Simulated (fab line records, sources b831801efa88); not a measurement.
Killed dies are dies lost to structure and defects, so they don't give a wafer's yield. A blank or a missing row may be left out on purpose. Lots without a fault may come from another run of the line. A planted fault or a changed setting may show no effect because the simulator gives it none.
fab line records | flow sky130
record lots=6 wafers=18 last_day=50
route steps=708 shown METAL3@561 VIA3@573 PAD_OPEN@708
lots that met no fault: from a run of the same line without faults
start_h: hours from the record's first day to the start of the lot's first wafer shown | wait_h: hours since the lot's step before | " the same as in the row above | L1.1+2: a row that stands for several wafers | - no value, or no start given | * or withheld: withheld | < > ~ a bound
route shown NAME@n: a module of which the file shows steps, and the number in the route of the first | usual: mean/standard deviation of fault-free wafers | same: alike in all rows | chamber/n: place in a boat | sites: the reading at each site | _std_site: their standard deviation | _edge_site: outer sites' mean less inner sites' | radius_mm: how far each site lies from the wafer's centre | mask NAME#n: copy n | behind: the tool/chamber that last shaped the wafer | hold: why the lot was held/for how many hours/how that ended | device: the transistor (n, p or np) that didn't switch | end of line: the same wafers' tests at the end of the route | a step without rows: its recipe alone | killed: dies lost to structure and defects at the first sort, not the wafer's yield | map: a wafer's dies, x killed, . not, _ none there
set.NAME: the setting as run; set.NAME@STEP: as run at that earlier step | model.NAME: the simulator's own value behind a step, which no gauge read
lots at some steps of the route; a table a step, a row a wafer
services: from which hour (start_h, from the record's first day; less than 0 if before it) a tool's chamber was out of use, for how many hours, and why
## steps
# step SKY_METAL3_PEB_11
# recipe peb_temp_c=withheld peb_time_s=withheld resist=KrF-thick
# step SKY_METAL3_DEVELOP_12
# recipe develop_time_s=60 resist=KrF-thick dev_temp_c=21
# step SKY_METAL3_CD_MEAS_13
# recipe target_cd_nm=300
# usual cd_nm=300.0/1.3
# columns lot.wafer tool chamber start_h wait_h cd_nm
L787.3 cd_sem-02 - 888.40 - 300.4
L787.5 " - " " 299.8
L787.6 " - " " 300.6
L790.2 cd_sem-01 - 934.33 - 300.2
L790.3 " - " " 299.4
L790.6 " - " " 299.8
L798.2 cd_sem-01 - 1015.59 - 300.2
L798.3 " - " " 299.5
L798.4 " - " " 299.8
L804.1 cd_sem-02 - 1020.65 - 302.7
L804.3 " - " " 302.2
L804.6 " - " " 302.3
L809.2 cd_sem-01 - 1048.90 - 298.5
L809.4 " - " " 298.5
L809.6 " - " " 298.9
L810.1 cd_sem-02 - 1061.53 - 297.1
L810.3 " - " " 297.1
L810.4 " - " " 296.8
# step SKY_METAL3_OVL_MEAS_14
# usual METAL3_OVL=2/5.5
# columns lot.wafer tool chamber start_h wait_h METAL3_OVL[nm]
L787.3 overlay-01 - 888.50 0.1 2
L787.5 " - " " -4
L787.6 " - " " 10
L790.2 overlay-01 - 934.44 0.1 -1
L790.3 " - " " 2
L790.6 " - " " 3
L798.2 overlay-02 - 1015.69 0.1 0
L798.3 " - " " -2
L798.4 " - " " 8
L804.1 overlay-02 - 1020.77 0.1 4
L804.3 " - " " -4
L804.6 " - " " -7
L809.2 overlay-02 - 1049.01 0.1 6
L809.4 " - " " 8
L809.6 " - " " 6
L810.1 overlay-02 - 1061.65 0.1 9
L810.3 " - " " 7
L810.4 " - " " 6
# step SKY_METAL3_DESCUM_15
# recipe chemistry=O2 source_power_w=150 bias_power_w=0 pressure_mtorr=10 temp_c=40 time_s=8
# usual chamber_pressure_mTorr=10.000/0.0094 drypump_motor_current_A=6.0/0.44 oes_product_au=1.000/0.0095
# columns lot.wafer tool chamber start_h wait_h chamber_pressure_mTorr drypump_motor_current_A oes_product_au rf_hours_counter_h
L787.3 rie_metal-01 1 888.53 0.0 10.005 5.2 1.000 -
L787.5 " 1 " " 10.007 5.2 1.005 -
L787.6 " 0 " " 10.003 5.9 0.990 -
L790.2 rie_metal-02 0 934.48 0.0 9.984 6.4 1.006 -
L790.3 " 0 " " 10.008 6.3 1.006 -
L790.6 " 0 " " 9.982 6.4 1.001 -
L798.2 rie_metal-02 1 1015.72 0.0 10.013 6.1 0.996 3
L798.3 " 1 " " 9.993 6.1 0.997 -
L798.4 " 0 " " 10.009 6.4 1.009 -
L804.1 rie_metal-01 0 1020.80 0.0 9.998 5.9 0.993 14
L804.3 " 0 " " 10.004 5.8 0.985 -
L804.6 " 1 " " 10.003 5.2 1.007 -
L809.2 rie_metal-01 0 1049.05 0.0 9.987 5.9 0.998 -
L809.4 " 0 " " 9.998 5.9 0.986 -
L809.6 " 0 " " 10.009 5.9 0.981 -
L810.1 rie_metal-04 1 1061.69 0.0 10.012 6.5 0.988 9
L810.3 " 1 " " 9.996 6.5 0.990 -
L810.4 " 0 " " 9.985 5.9 1.004 -
# step SKY_METAL3_ETCH_16
# recipe chemistry=N2/H2 target=BARC ion_energy_ev=200 bias_w=100 pressure_mtorr=30 n2_flow_sccm=100 h2_flow_sccm=200 icp_w=500 stop_on=SiO2 time_s=88.2 target_depth_a=600
# usual chamber_pressure_mTorr=30.003/0.026 drypump_motor_current_A=6.0/0.44 oes_product_au=0.626/0.0048 throttle_valve_pct=13.204/0.0098
# columns lot.wafer tool chamber start_h wait_h chamber_pressure_mTorr drypump_motor_current_A oes_product_au rf_hours_counter_h throttle_valve_pct
L787.3 rie_metal-01 1 888.58 0.0 30.023 5.2 0.626 - 13.207
L787.5 " 1 " " 29.999 5.2 0.623 - 13.180
L787.6 " 0 " " 30.032 5.9 0.627 - 13.214
L790.2 rie_metal-02 0 934.57 0.1 30.004 6.4 0.618 - 13.207
L790.3 " 0 " " 30.061 6.4 0.631 - 13.192
L790.6 " 0 " " 30.007 6.4 0.626 - 13.206
L798.2 rie_metal-02 1 1015.75 0.0 29.984 6.2 0.629 3 13.192
L798.3 " 1 " " 30.039 6.2 0.625 - 13.214
L798.4 " 0 " " 30.034 6.4 0.629 - 13.204
L804.1 rie_metal-01 0 1020.84 0.0 29.996 5.9 0.630 14 13.210
L804.3 " 0 " " 29.997 5.9 0.621 - 13.206
L804.6 " 1 " " 29.978 5.2 0.630 - 13.210
L809.2 rie_metal-01 0 1049.13 0.1 30.002 5.9 0.627 - 13.179
L809.4 " 0 " " 30.005 5.9 0.631 - 13.201
L809.6 " 0 " " 29.992 5.9 0.630 - 13.201
L810.1 rie_metal-04 1 1061.72 0.0 30.036 6.5 0.625 9 13.211
L810.3 " 1 " " 30.018 6.5 0.619 - 13.201
L810.4 " 0 " " 30.039 5.8 0.621 - 13.214
# step SKY_METAL3_ETCH_17
# recipe target=SiO2 stop_on=TiN chemistry=C4F8/O2/Ar source_w=1500 bias_w=1200 pressure_mtorr=40 c4f8_flow_sccm=withheld O2_flow_sccm=6 Ar_flow_sccm=300 time_s=3.9 target_depth_a=150
# step SKY_METAL3_METAL_ETCH_18
# recipe target_depth_a=8450 stop_on=SiO2 over_etch_frac=0.3 time_s=183.1 chemistry=Cl2/BCl3 resist_sidewall_deg=88 pressure_mtorr=10 icp_w=870.7 bias_w=48.5 Cl2_flow_sccm=60 bcl3_flow_sccm=30
# usual bcl3_flow_sccm=30.01/0.08 chamber_pressure_mTorr=9.999/0.0081 drypump_motor_current_A=6.0/0.42 oes_product_au=0.854/0.0057 throttle_valve_pct=22.265/0.009
# columns lot.wafer tool chamber start_h wait_h bcl3_flow_sccm chamber_pressure_mTorr drypump_motor_current_A oes_product_au rf_hours_counter_h throttle_valve_pct
L787.3 rie_metal-02 1 888.73 0.1 30.10 9.992 6.2 0.843 - 22.268
L787.5 " 0 " " 29.93 10.002 6.4 0.846 - 22.260
L787.6 " 1 " " 29.93 10.013 6.1 0.856 - 22.255
L790.2 rie_metal-01 1 934.75 0.0 29.93 9.984 5.2 0.860 5 22.256
L790.3 " 0 " " 30.00 9.995 5.9 0.854 - 22.267
L790.6 " 0 " " 30.01 10.000 5.9 0.862 - 22.275
L798.2 rie_metal-01 0 1015.87 0.0 29.96 10.002 5.9 0.858 13 22.251
L798.3 " 0 " " 29.99 10.009 5.8 0.856 - 22.266
L798.4 " 1 " " 30.04 9.995 5.2 0.854 - 22.264
L804.1 rie_metal-04 1 1020.95 0.0 30.07 10.007 6.6 0.854 7 22.271
L804.3 " 0 " " 30.02 9.994 5.9 0.862 - 22.252
L804.6 " 1 " " 30.03 9.997 6.5 0.856 - 22.264
L809.2 rie_metal-02 0 1049.32 0.0 30.07 10.011 6.3 0.861 19 22.285
L809.4 " 1 " " 30.03 10.008 6.1 0.859 - 22.260
L809.6 " 0 " " 30.01 9.992 6.4 0.861 - 22.273
L810.1 rie_metal-02 0 1061.84 0.0 30.03 9.983 6.4 0.846 19 22.273
L810.3 " 1 " " 30.05 10.010 6.1 0.851 - 22.264
L810.4 " 0 " " 29.91 9.988 6.4 0.848 - 22.272
# step SKY_METAL3_STRIP_19
# recipe chemistry=O2/N2 power_w=1400 pressure_mtorr=1500 platen_temp_c=withheld o2_flow_sccm=3000 n2_flow_sccm=300 overash_fraction=0.5
# usual chamber_pressure_mTorr=1499.9/1.5 drypump_motor_current_A=5.7/0.4 oes_product_au=0.508/0.0052 strip_time_to_endpoint_s=6.68/0.078
# columns lot.wafer tool chamber start_h wait_h chamber_pressure_mTorr drypump_motor_current_A oes_product_au rf_hours_counter_h strip_time_to_endpoint_s
L787.3 plasma_asher-02 0 888.88 0.1 1501.6 5.1 0.503 - 6.68
L787.5 " 0 " " 1500.9 5.1 0.510 - 6.68
L787.6 " 1 " " 1498.7 5.3 0.505 - 6.69
L790.2 plasma_asher-04 1 934.93 0.1 1502.9 6.2 0.504 110 6.67
L790.3 " 1 " " 1500.8 6.1 0.507 - 6.84
L790.6 " 0 " " 1499.8 6.2 0.512 - 6.78
L798.2 plasma_asher-02 0 1016.05 0.1 1500.4 5.1 0.514 54 6.81
L798.3 " 0 " " 1499.4 5.1 0.513 - 6.80
L798.4 " 1 " " 1498.1 5.4 0.503 - 6.63
L804.1 plasma_asher-04 1 1021.13 0.1 1498.6 6.1 0.510 120 6.72
L804.3 " 0 " " 1500.6 6.1 0.504 - 6.57
L804.6 " 0 " " 1500.5 6.1 0.511 - 6.73
L809.2 plasma_asher-02 0 1049.49 0.1 1499.4 5.1 0.507 56 6.66
L809.4 " 1 " " 1502.5 5.3 0.512 - 6.72
L809.6 " 1 " " 1498.9 5.4 0.512 - 6.67
L810.1 plasma_asher-02 0 1062.01 0.1 1500.7 5.1 0.515 57 6.70
L810.3 " 1 " " 1501.9 5.4 0.512 - 6.76
L810.4 " 0 " " 1500.8 5.1 0.509 - 6.71
# step SKY_METAL3_STRIP_20
# recipe chemistry=post_etch_residue_remover time_s=1200 temp_c=72.5
# step SKY_METAL3_CLEAN_21
# recipe chemistry=IPA time_s=180 temp_c=25
# step SKY_METAL3_CLEAN_22
# recipe chemistry=O3/DIW dry=n2_spin
# step SKY_VIA3_HDPCVD_00
# recipe material=SiO2 target_thk_nm=1635 sigma_open_frac=0.3 time_s=272.5 temp_c=400 sih4_flow_sccm=60 pressure_mtorr=6
# usual pressure_mtorr=6.001/0.012
# columns lot.wafer tool chamber start_h wait_h pressure_mtorr
L787.3 hdpcvd-01 1 889.52 0.1 6.022
L787.5 " 0 " " 5.988
L787.6 " 1 " " 6.016
L790.2 hdpcvd-01 1 935.52 0.0 5.999
L790.3 " 2 " " 5.973
L790.6 " 1 " " 5.996
L798.2 hdpcvd-01 1 1016.64 0.0 5.998
L798.3 " 2 " " 6.003
L798.4 " 0 " " 6.008
L798.2 hdpcvd-01 1 1016.97 0.3 5.992
L798.3 " 2 " " 6.028
L798.4 " 0 " " 6.005
L804.1 hdpcvd-02 2 1021.72 0.0 6.008
L804.3 " 0 " " 6.010
L804.6 " 2 " " 6.017
L804.1 hdpcvd-02 2 1022.06 0.3 5.984
L804.3 " 0 " " 6.015
L804.6 " 2 " " 6.008
L809.2 hdpcvd-02 2 1050.09 0.0 5.988
L809.4 " 2 " " 6.012
L809.6 " 0 " " 5.995
L810.1 hdpcvd-02 1 1062.61 0.0 5.987
L810.3 " 2 " " 6.004
L810.4 " 0 " " 5.999
# step SKY_VIA3_THK_MEAS_01
# recipe reads=SiO2_of_VIA3_HDPCVD_00
# usual VIA3_HDPCVD_THK=1636/16
# columns lot.wafer tool chamber start_h wait_h VIA3_HDPCVD_THK[nm]
L787.3 film_metro-03 - 889.71 0.1 1647
L787.5 " - " " 1626
L787.6 " - " " 1649
L790.2 film_metro-02 - 935.70 0.1 1667
L790.3 " - " " 1621
L790.6 " - " " 1648
L798.2 film_metro-02 - 1017.15 0.1 3264
L798.3 " - " " 3256
L798.4 " - " " 3266
L804.1 film_metro-02 - 1022.23 0.1 3258
L804.3 " - " " 3276
L804.6 " - " " 3281
L809.2 film_metro-03 - 1050.27 0.1 1629
L809.4 " - " " 1639
L809.6 " - " " 1643
L810.1 film_metro-03 - 1062.77 0.1 1640
L810.3 " - " " 1636
L810.4 " - " " 1615
# step SKY_VIA3_CMP_02
# recipe material=SiO2 down_force_psi=4 platen_rpm=60 pad_velocity_m_s=0.94248
# usual motor_current_A=13.0/2.2 slurry_filter_dp_kPa=13.49/0.14
# columns lot.wafer tool chamber start_h wait_h motor_current_A slurry_filter_dp_kPa
L787.3 cmp-01 3 889.85 0.1 12.2 13.43
L787.6 " 1 " " 10.8 13.42
L787.5 " 2 " " 15.9 13.41
L790.3 cmp-01 2 935.75 0.0 16.1 13.47
L790.2 " 3 " " 12.9 13.62
L790.6 " 2 " " 16.3 13.40
L798.3 cmp-02 3 1017.20 0.0 13.0 13.67
L798.2 " 0 " " 13.8 13.54
L798.4 " 1 " " 11.1 13.41
L804.3 cmp-02 2 1022.39 0.1 15.4 13.57
L804.1 " 3 " " 12.5 13.43
L804.6 " 0 " " 13.7 13.60
L809.4 cmp-01 2 1050.37 0.1 16.2 13.54
L809.2 " 3 " " 12.4 13.42
L809.6 " 1 " " 10.6 13.34
L810.4 cmp-02 1 1062.88 0.1 11.5 13.16
L810.1 " 2 " " 16.4 13.53
L810.3 " 3 " " 13.0 13.53
# step SKY_PAD_OPEN_PROBE_99
# usual defect_limited_yield=82.4/2.1 killed_at_M0_to_M3=44/7.4 killed_at_M4_up=3.2/2 killed_at_contacts=24/5.1 killed_at_front_end=15/4.8 killed_at_other=0.2/0.46 killed_dies=86/10 killed_open=47/7.5 killed_short=39/7 sort_bin_3_pad_short=0.9/0.4 sort_bin_5_function=10.4/1.5 sort_bin_6_memory=6.3/1.2 sort_n_pass=406/10 sort_yield_pct=82.4/2.1
# same gross_dies=492 killed_at_back_side=0 sort_bin_4_leakage[%]=0 sort_bin_8_speed[%]=0
# columns lot.wafer tool chamber start_h wait_h defect_limited_yield[%] killed_at_M0_to_M3 killed_at_M4_up killed_at_contacts killed_at_front_end killed_at_other killed_dies killed_open killed_short sort_bin_3_pad_short[%] sort_bin_5_function[%] sort_bin_6_memory[%] sort_n_pass sort_yield_pct[%]
L787.3 prober-01 - 1064.29 0.2 80.7 48 2 28 17 0 95 57 38 0.4 11.8 7.1 397 80.7
L787.5 prober-01 - 1064.39 0.2 80.5 48 6 29 12 1 96 51 45 0.6 13.0 5.9 396 80.5
L787.6 prober-01 - 1064.44 0.2 83.1 39 2 21 21 0 83 42 41 0.8 9.1 6.9 409 83.1
L790.2 prober-01 - 1101.88 0.1 81.9 32 7 26 23 1 89 39 50 1.6 9.8 6.7 403 81.9
L790.3 prober-01 - 1101.93 0.2 84.6 41 4 22 9 0 76 34 40 1.2 7.9 6.3 416 84.6
L790.6 prober-01 - 1102.08 0.2 80.1 55 5 24 14 0 98 53 44 1.4 11.2 7.3 394 80.1
L798.2 prober-02 - 1167.34 0.1 76.4 52 5 32 27 0 116 60 56 1.8 12.6 9.1 376 76.4
L804.1 prober-02 - 1173.44 0.1 83.5 35 5 28 13 0 81 43 38 0.6 10.0 5.9 411 83.5
# killed by level:class
L787.3 VIA1:geometric_particle:open=13 CONTACT:geometric_particle:open=10 VIA2:geometric_particle:open=9 LI_CONTACT:geometric_particle:open=7 LOCAL_INTERCONNECT:geometric_particle:short=6 METAL2:geometric_particle:short=6 FIELD_ISO:geometric_particle:open=4 FIELD_ISO:geometric_particle:short=4
L787.5 VIA1:geometric_particle:open=17 CONTACT:geometric_particle:open=9 METAL1:geometric_particle:short=8 LOCAL_INTERCONNECT:geometric_particle:short=7 VIA2:geometric_particle:open=7 LI_CONTACT:geometric_particle:open=5 FIELD_ISO:geometric_particle:short=4 POLY_GATE:geometric_particle:short=4
L787.6 VIA1:geometric_particle:open=9 CONTACT:geometric_particle:open=7 VIA2:geometric_particle:open=7 POLY_GATE:geometric_particle:short=5 VIA3:geometric_particle:open=5 CONTACT:geometric_particle:short=5 LOCAL_INTERCONNECT:geometric_particle:short=5 METAL2:geometric_particle:short=5
L790.2 CONTACT:geometric_particle:open=7 CONTACT:geometric_particle:short=6 METAL1:geometric_particle:short=6 VIA1:geometric_particle:open=6 POLY_GATE:geometric_particle:short=5 LI_CONTACT:geometric_particle:open=5 METAL4:geometric_particle:short=5 VIA1:geometric_particle:short=5
L790.3 CONTACT:geometric_particle:short=8 METAL1:geometric_particle:short=8 VIA2:geometric_particle:open=7 VIA1:geometric_particle:short=6 VIA1:geometric_particle:open=5 METAL2:geometric_particle:short=5 LI_CONTACT:geometric_particle:short=4 LI_CONTACT:geometric_particle:open=4
L790.6 VIA1:geometric_particle:open=12 LI_CONTACT:geometric_particle:open=8 METAL1:geometric_particle:short=8 VIA3:geometric_particle:open=7 LOCAL_INTERCONNECT:geometric_particle:short=6 VIA2:geometric_particle:open=6 POLY_GATE:geometric_particle:open=5 CONTACT:geometric_particle:open=5
L798.2 VIA1:geometric_particle:open=17 CONTACT:geometric_particle:open=12 FIELD_ISO:geometric_particle:open=8 POLY_GATE:geometric_particle:short=7 LI_CONTACT:geometric_particle:open=7 METAL2:geometric_particle:short=7 FIELD_ISO:geometric_particle:short=6 METAL1:geometric_particle:short=6
L804.1 CONTACT:geometric_particle:open=10 CONTACT:geometric_particle:short=7 VIA3:geometric_particle:open=6 VIA2:geometric_particle:open=6 POLY_GATE:geometric_particle:open=5 LI_CONTACT:geometric_particle:open=5 POLY_GATE:geometric_particle:short=4 METAL2:geometric_particle:short=4
## services
# columns tool chamber start_h hours kind
hdpcvd-02 - 867.18 5.5 pm
rie_metal-04 0 870.25 25.8 repair
hdpcvd-01 2 887.07 5.7 repair
hdpcvd-01 - 891.13 0.3 repair
hdpcvd-02 - 900.40 4.3 pm
cmp-01 - 912.00 4.0 pm
cmp-02 - 916.12 0.3 repair
cmp-02 - 922.79 2.2 repair
rie_metal-02 - 948.00 1.4 pm
hdpcvd-02 - 950.25 15.0 pm
plasma_asher-02 - 959.04 2.8 pm
plasma_asher-02 - 961.79 28.1 pm
cmp-02 - 974.12 4.5 pm
cmp-02 - 985.45 2.4 repair
cmp-02 - 988.12 0.4 repair
cmp-01 - 990.89 0.7 repair
hdpcvd-02 - 1007.24 2.0 repair
hdpcvd-02 - 1008.46 0.4 repair
cmp-01 - 1017.92 0.7 repair
plasma_asher-02 - 1020.99 14.6 pm
hdpcvd-02 0 1024.92 3.8 repair
cmp-02 - 1033.42 1.7 repair
rie_metal-01 1 1047.91 1.8 repair
cmp-01 - 1051.07 0.5 repair
## key
first_sign step=SKY_VIA3_HDPCVD_00 reading=visit direction=added
effect step=SKY_VIA3_THK_MEAS_01 reading=VIA3_HDPCVD_THK direction=up sigmas=99+ usual=1636 struck=3267
met_at SKY_VIA3_HDPCVD_00
struck_wafers L798.2,L798.3,L798.4,L804.1,L804.3,L804.6
fault kind=repeated_step_whole tool=hdpcvd-01,hdpcvd-02 chamber=- onset_h=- steps=SKY_VIA3_HDPCVD_00 times=1 scope=struck_lots_only
